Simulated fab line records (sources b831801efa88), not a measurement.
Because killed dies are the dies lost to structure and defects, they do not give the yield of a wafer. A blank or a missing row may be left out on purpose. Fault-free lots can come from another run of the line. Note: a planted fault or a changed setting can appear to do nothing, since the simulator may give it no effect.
Which tool was responsible? / flow gf180mcu / 6 lots with 18 wafers sampled at 2 steps, on a route of 602 steps

WHAT THE GAUGES SHOWED, per wafer
GF_HV_LDD_TW_MEAS_23.
lot=L765; measured=day 11 14:16; on=filmMetro-02; HV_LDD_2_TW=1064 1070 1063
lot=L769; measured=day 12 20:38; on=filmMetro-04; HV_LDD_2_TW=1042 1039 1039
lot=L771; measured=day 13 07:37; on=filmMetro-02; HV_LDD_2_TW=1064 1074 1066
lot=L774; measured=day 14 04:26; on=filmMetro-04; HV_LDD_2_TW=1041 1046 1047
lot=L780; measured=day 16 06:48; on=filmMetro-04; HV_LDD_2_TW=955 954 956 961 952 954
lot=L782; measured=day 16 20:35; on=filmMetro-03; HV_LDD_2_TW=1070 1064 1068

WHAT TOOL EACH LOT RAN ON (gives the tool, then ch and the chambers of the sampled wafers, and finally the start)
lot=L765; GF_HV_LDD_IMPLANT_21=implanter-04 ch 0, day 11 14:01
lot=L769; GF_HV_LDD_IMPLANT_21=implanter-02 ch 0, day 12 20:25
lot=L771; GF_HV_LDD_IMPLANT_21=implanter-04 ch 0, day 13 07:22
lot=L774; GF_HV_LDD_IMPLANT_21=implanter-02 ch 0, day 14 04:11
lot=L780; GF_HV_LDD_IMPLANT_21=implanter-04 ch 0, day 16 06:35
lot=L782; GF_HV_LDD_IMPLANT_21=implanter-02 ch 0, day 16 20:22
- GF_HV_LDD_IMPLANT_21

THE ANSWER, worked out from the rows above alone
Rule: the usual values come from the lots themselves. Put in order of their means at a reading, lots are off if they are a third of the lots or fewer, leave a main group of 4 or more, and stand apart from it by a gap of 3 or more times the standard deviation of the main group's means; of several such gaps the widest counts. Not used: any main group whose means are identical at the precision the tables above print for the reading. A lot without any number at a reading at which 4 lots or more have one is off too. Where the step has rows for the other lots, those lots are counted as sound.
Off: L780, seen at GF_HV_LDD_TW_MEAS_23 (HV_LDD_2_TW). For the main group the mean is 1057 and the standard deviation 12.
A tool fits if, at a process step before that reading, it ran every lot that is off, and no sound lot after the first of them. Gauges at GF_HV_LDD_TW_MEAS_23: tried the same way as those tools. Undecided on this evidence; 2 tools fit (implanter-04 at GF_HV_LDD_IMPLANT_21, filmMetro-04 at GF_HV_LDD_TW_MEAS_23).

WHAT THE SIMULATOR HAD PUT IN
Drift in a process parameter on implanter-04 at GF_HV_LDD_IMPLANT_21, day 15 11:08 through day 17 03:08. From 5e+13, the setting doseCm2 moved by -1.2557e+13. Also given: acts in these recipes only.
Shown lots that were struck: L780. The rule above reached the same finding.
